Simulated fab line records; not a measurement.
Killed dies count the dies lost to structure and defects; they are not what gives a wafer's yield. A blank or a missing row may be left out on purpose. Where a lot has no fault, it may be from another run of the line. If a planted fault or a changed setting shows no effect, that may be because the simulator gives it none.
The tool behind it: which one? || flow gf180mcu || 10 lots, 30 wafers sampled, at 5 steps of a route of 602

WHAT EACH GAUGE READ, for each wafer
GF_V4_BOW_MEAS_05. Usual: V4_BOW gives 135 um (standard deviation 8.2).
{"lot": "L946", "measured": "day 24 02:49", "on": "film-metro-01", "V4_BOW (um)": "138 133 141", "flag": ""}
{"lot": "L947", "measured": "day 24 07:02", "on": "film-metro-01", "V4_BOW (um)": "141 135 130", "flag": ""}
{"lot": "L948", "measured": "day 24 21:32", "on": "film-metro-03", "V4_BOW (um)": "137 130 131", "flag": ""}
{"lot": "L949", "measured": "day 25 07:59", "on": "film-metro-04", "V4_BOW (um)": "134 127 127", "flag": ""}
{"lot": "L952", "measured": "day 26 09:05", "on": "film-metro-03", "V4_BOW (um)": "139 145 131", "flag": ""}
{"lot": "L957", "measured": "day 27 22:44", "on": "film-metro-04", "V4_BOW (um)": "140 150 147", "flag": ""}
{"lot": "L961", "measured": "day 29 02:01", "on": "film-metro-04", "V4_BOW (um)": "134 149 146", "flag": ""}
{"lot": "L962", "measured": "day 29 10:04", "on": "film-metro-03", "V4_BOW (um)": "145 154 141", "flag": ""}
{"lot": "L963", "measured": "day 29 14:53", "on": "film-metro-04", "V4_BOW (um)": "146 140 138", "flag": ""}
{"lot": "L966", "measured": "day 30 04:33", "on": "film-metro-03", "V4_BOW (um)": "137 145 136", "flag": ""}

GF_MIM_RS_MEAS_10: the measuring method here is four-point-probe. Usual: MIM_ALCU_RS gives 0.1613 ohm/sq (standard deviation 0.0014).
{"lot": "L946", "measured": "day 25 03:26", "on": "film-metro-02", "MIM_ALCU_RS (ohm/sq)": "0.1612 0.1621 0.1626", "flag": ""}
{"lot": "L947", "measured": "day 25 07:20", "on": "film-metro-01", "MIM_ALCU_RS (ohm/sq)": "0.1639 0.1646 0.1639 0.1640 0.1642 0.1639", "flag": ""}
{"lot": "L948", "measured": "day 25 21:15", "on": "film-metro-03", "MIM_ALCU_RS (ohm/sq)": "0.1630 0.1648 0.1648 0.1629 0.1647 0.1647", "flag": ""}
{"lot": "L949", "measured": "day 26 07:34", "on": "film-metro-02", "MIM_ALCU_RS (ohm/sq)": "0.1638 0.1633 0.1627 0.1636 0.1632 0.1627", "flag": ""}
{"lot": "L952", "measured": "day 27 08:08", "on": "film-metro-03", "MIM_ALCU_RS (ohm/sq)": "0.1609 0.1610 0.1611", "flag": ""}
{"lot": "L957", "measured": "day 28 20:14", "on": "film-metro-01", "MIM_ALCU_RS (ohm/sq)": "0.1609 0.1594 0.1588", "flag": ""}
{"lot": "L961", "measured": "day 29 22:38", "on": "film-metro-03", "MIM_ALCU_RS (ohm/sq)": "0.1609 0.1603 0.1608", "flag": ""}
{"lot": "L962", "measured": "day 30 07:53", "on": "film-metro-02", "MIM_ALCU_RS (ohm/sq)": "0.1591 0.1579 0.1605", "flag": ""}
{"lot": "L963", "measured": "day 30 11:50", "on": "film-metro-03", "MIM_ALCU_RS (ohm/sq)": "0.1594 0.1593 0.1597", "flag": ""}
{"lot": "L966", "measured": "day 31 00:11", "on": "film-metro-01", "MIM_ALCU_RS (ohm/sq)": "0.1647 0.1648 0.1615", "flag": ""}

EACH LOT AND THE TOOL THAT RAN IT (in order: tool; ch and the chambers of the sampled wafers; start)
{"lot": "L946", "GF_MIM_SPUTTER_00": "pvd-sputter-04, day 25 03:01", "GF_MIM_SPUTTER_07": "pvd-sputter-03, day 25 03:19", "GF_MIM_SPUTTER_08": "pvd-sputter-03, day 25 03:22"}
{"lot": "L947", "GF_MIM_SPUTTER_00": "pvd-sputter-04, day 25 06:55", "GF_MIM_SPUTTER_07": "pvd-sputter-01, day 25 07:14", "GF_MIM_SPUTTER_08": "pvd-sputter-01, day 25 07:17"}
{"lot": "L948", "GF_MIM_SPUTTER_00": "pvd-sputter-03, day 25 20:49", "GF_MIM_SPUTTER_07": "pvd-sputter-01, day 25 21:08", "GF_MIM_SPUTTER_08": "pvd-sputter-01, day 25 21:11"}
{"lot": "L949", "GF_MIM_SPUTTER_00": "pvd-sputter-03, day 26 07:09", "GF_MIM_SPUTTER_07": "pvd-sputter-01, day 26 07:28", "GF_MIM_SPUTTER_08": "pvd-sputter-01, day 26 07:31"}
{"lot": "L952", "GF_MIM_SPUTTER_00": "pvd-sputter-01, day 27 07:40", "GF_MIM_SPUTTER_07": "pvd-sputter-01, day 27 07:59", "GF_MIM_SPUTTER_08": "pvd-sputter-01, day 27 08:02"}
{"lot": "L957", "GF_MIM_SPUTTER_00": "pvd-sputter-04, day 28 19:49", "GF_MIM_SPUTTER_07": "pvd-sputter-01, day 28 20:08", "GF_MIM_SPUTTER_08": "pvd-sputter-01, day 28 20:11"}
{"lot": "L961", "GF_MIM_SPUTTER_00": "pvd-sputter-04, day 29 22:11", "GF_MIM_SPUTTER_07": "pvd-sputter-03, day 29 22:29", "GF_MIM_SPUTTER_08": "pvd-sputter-03, day 29 22:32"}
{"lot": "L962", "GF_MIM_SPUTTER_00": "pvd-sputter-04, day 30 07:28", "GF_MIM_SPUTTER_07": "pvd-sputter-01, day 30 07:46", "GF_MIM_SPUTTER_08": "pvd-sputter-01, day 30 07:49"}
{"lot": "L963", "GF_MIM_SPUTTER_00": "pvd-sputter-03, day 30 11:23", "GF_MIM_SPUTTER_07": "pvd-sputter-01, day 30 11:41", "GF_MIM_SPUTTER_08": "pvd-sputter-01, day 30 11:44"}
{"lot": "L966", "GF_MIM_SPUTTER_00": "pvd-sputter-01, day 30 23:47", "GF_MIM_SPUTTER_07": "pvd-sputter-03, day 31 00:05", "GF_MIM_SPUTTER_08": "pvd-sputter-03, day 31 00:08"}
- GF_MIM_SPUTTER_00: material Ti, target thk 37.5 nm, time 150 s.
- GF_MIM_SPUTTER_07: material TiN, target thk 60 nm, time 50 s.
- GF_MIM_SPUTTER_08: material AlCu, target thk 200 nm, time 10.6 s.

WHAT THE TOOLS THEMSELVES READ (means of the sampled wafers that have a number; where no wafer has one, the mark that the record gives instead)
GF_MIM_SPUTTER_00. Usual: cathode-dc-power-W 4000.0 W, standard deviation 0.66; chamber-pressure-pa 2.000 Pa, standard deviation 0.0045; throttle-valve-pct 29.7 %, standard deviation 0.64.
{"lot": "L946", "tool": "pvd-sputter-04", "cathode-dc-power-W (W)": 3998.9, "chamber-pressure-pa (Pa)": 1.997, "throttle-valve-pct (%)": 29.7, "flag": ""}
{"lot": "L947", "tool": "pvd-sputter-04", "cathode-dc-power-W (W)": 3999.9, "chamber-pressure-pa (Pa)": 1.998, "throttle-valve-pct (%)": 29.5, "flag": ""}
{"lot": "L948", "tool": "pvd-sputter-03", "cathode-dc-power-W (W)": 4000.3, "chamber-pressure-pa (Pa)": 1.998, "throttle-valve-pct (%)": 30.0, "flag": ""}
{"lot": "L949", "tool": "pvd-sputter-03", "cathode-dc-power-W (W)": 4000.0, "chamber-pressure-pa (Pa)": 1.998, "throttle-valve-pct (%)": 30.1, "flag": ""}
{"lot": "L952", "tool": "pvd-sputter-01", "cathode-dc-power-W (W)": 4000.0, "chamber-pressure-pa (Pa)": 1.998, "throttle-valve-pct (%)": 28.9, "flag": ""}
{"lot": "L957", "tool": "pvd-sputter-04", "cathode-dc-power-W (W)": 4000.0, "chamber-pressure-pa (Pa)": 1.997, "throttle-valve-pct (%)": 29.8, "flag": ""}
{"lot": "L961", "tool": "pvd-sputter-04", "cathode-dc-power-W (W)": 3999.9, "chamber-pressure-pa (Pa)": 2.003, "throttle-valve-pct (%)": 29.9, "flag": ""}
{"lot": "L962", "tool": "pvd-sputter-04", "cathode-dc-power-W (W)": 3999.9, "chamber-pressure-pa (Pa)": 2.000, "throttle-valve-pct (%)": 29.5, "flag": ""}
{"lot": "L963", "tool": "pvd-sputter-03", "cathode-dc-power-W (W)": 3999.5, "chamber-pressure-pa (Pa)": 2.000, "throttle-valve-pct (%)": 30.0, "flag": ""}
{"lot": "L966", "tool": "pvd-sputter-01", "cathode-dc-power-W (W)": 3999.7, "chamber-pressure-pa (Pa)": 2.000, "throttle-valve-pct (%)": 28.9, "flag": ""}

GF_MIM_SPUTTER_07. Usual: cathode-dc-power-W 6500.0 W, standard deviation 1.2; chamber-pressure-pa 0.4000 Pa, standard deviation 0.00093; throttle-valve-pct 29.7 %, standard deviation 0.63.
{"lot": "L946", "tool": "pvd-sputter-03", "cathode-dc-power-W (W)": 6498.9, "chamber-pressure-pa (Pa)": 0.3995, "throttle-valve-pct (%)": 29.9, "flag": ""}
{"lot": "L947", "tool": "pvd-sputter-01", "cathode-dc-power-W (W)": "-", "chamber-pressure-pa (Pa)": "-", "throttle-valve-pct (%)": "-", "flag": "OFF"}
{"lot": "L948", "tool": "pvd-sputter-01", "cathode-dc-power-W (W)": "-", "chamber-pressure-pa (Pa)": "-", "throttle-valve-pct (%)": "-", "flag": "OFF"}
{"lot": "L949", "tool": "pvd-sputter-01", "cathode-dc-power-W (W)": "-", "chamber-pressure-pa (Pa)": "-", "throttle-valve-pct (%)": "-", "flag": "OFF"}
{"lot": "L952", "tool": "pvd-sputter-01", "cathode-dc-power-W (W)": 6499.6, "chamber-pressure-pa (Pa)": 0.3999, "throttle-valve-pct (%)": 29.9, "flag": ""}
{"lot": "L957", "tool": "pvd-sputter-01", "cathode-dc-power-W (W)": 6500.0, "chamber-pressure-pa (Pa)": 0.3998, "throttle-valve-pct (%)": 29.5, "flag": ""}
{"lot": "L961", "tool": "pvd-sputter-03", "cathode-dc-power-W (W)": 6500.1, "chamber-pressure-pa (Pa)": 0.3997, "throttle-valve-pct (%)": 29.5, "flag": ""}
{"lot": "L962", "tool": "pvd-sputter-01", "cathode-dc-power-W (W)": 6500.3, "chamber-pressure-pa (Pa)": 0.4001, "throttle-valve-pct (%)": 29.7, "flag": ""}
{"lot": "L963", "tool": "pvd-sputter-01", "cathode-dc-power-W (W)": 6499.9, "chamber-pressure-pa (Pa)": 0.4006, "throttle-valve-pct (%)": 28.9, "flag": ""}
{"lot": "L966", "tool": "pvd-sputter-03", "cathode-dc-power-W (W)": 6501.4, "chamber-pressure-pa (Pa)": 0.4004, "throttle-valve-pct (%)": 30.1, "flag": ""}

GF_MIM_SPUTTER_08. Usual: cathode-dc-power-W 10600 W, standard deviation 1.8; chamber-pressure-pa 0.4000 Pa, standard deviation 0.00076; throttle-valve-pct 29.7 %, standard deviation 0.62.
{"lot": "L946", "tool": "pvd-sputter-03", "cathode-dc-power-W (W)": 10600, "chamber-pressure-pa (Pa)": 0.3999, "throttle-valve-pct (%)": 30.0, "flag": ""}
{"lot": "L947", "tool": "pvd-sputter-01", "cathode-dc-power-W (W)": 10601, "chamber-pressure-pa (Pa)": 0.3997, "throttle-valve-pct (%)": 29.4, "flag": ""}
{"lot": "L948", "tool": "pvd-sputter-01", "cathode-dc-power-W (W)": 10599, "chamber-pressure-pa (Pa)": 0.3997, "throttle-valve-pct (%)": 30.2, "flag": ""}
{"lot": "L949", "tool": "pvd-sputter-01", "cathode-dc-power-W (W)": 10602, "chamber-pressure-pa (Pa)": 0.3989, "throttle-valve-pct (%)": 29.4, "flag": ""}
{"lot": "L952", "tool": "pvd-sputter-01", "cathode-dc-power-W (W)": 10601, "chamber-pressure-pa (Pa)": 0.4005, "throttle-valve-pct (%)": 29.9, "flag": ""}
{"lot": "L957", "tool": "pvd-sputter-01", "cathode-dc-power-W (W)": 10601, "chamber-pressure-pa (Pa)": 0.4002, "throttle-valve-pct (%)": 29.5, "flag": ""}
{"lot": "L961", "tool": "pvd-sputter-03", "cathode-dc-power-W (W)": 10600, "chamber-pressure-pa (Pa)": 0.4001, "throttle-valve-pct (%)": 29.6, "flag": ""}
{"lot": "L962", "tool": "pvd-sputter-01", "cathode-dc-power-W (W)": 10600, "chamber-pressure-pa (Pa)": 0.4008, "throttle-valve-pct (%)": 29.7, "flag": ""}
{"lot": "L963", "tool": "pvd-sputter-01", "cathode-dc-power-W (W)": 10600, "chamber-pressure-pa (Pa)": 0.3987, "throttle-valve-pct (%)": 28.9, "flag": ""}
{"lot": "L966", "tool": "pvd-sputter-03", "cathode-dc-power-W (W)": 10599, "chamber-pressure-pa (Pa)": 0.4007, "throttle-valve-pct (%)": 30.1, "flag": ""}

THE ANSWER, worked out from the rows above alone
Rule: a lot is off if the mean of its wafers that have a number lies more than 3 standard deviations from the usual mean. A lot without any number at a reading at which 4 lots or more have one is off too. Any other lot the step has rows for is counted as sound. Order of review: gauges by route order, followed by the tools' own readings, for which a lot's mean as printed above is used. The first step at which some lot is off is used, and at that step the reading that is off furthest; a lot without a number counts as furthest.
Off, at GF_MIM_SPUTTER_07 on cathode-dc-power-W: L947, L948, L949. Without a number there: L947, L948, L949.
A tool fits if, at that step or a process step before it, it ran every lot that is off, and no sound lot after the first of them. None of those tried fits.

WHAT THE SIMULATOR HAD PUT IN
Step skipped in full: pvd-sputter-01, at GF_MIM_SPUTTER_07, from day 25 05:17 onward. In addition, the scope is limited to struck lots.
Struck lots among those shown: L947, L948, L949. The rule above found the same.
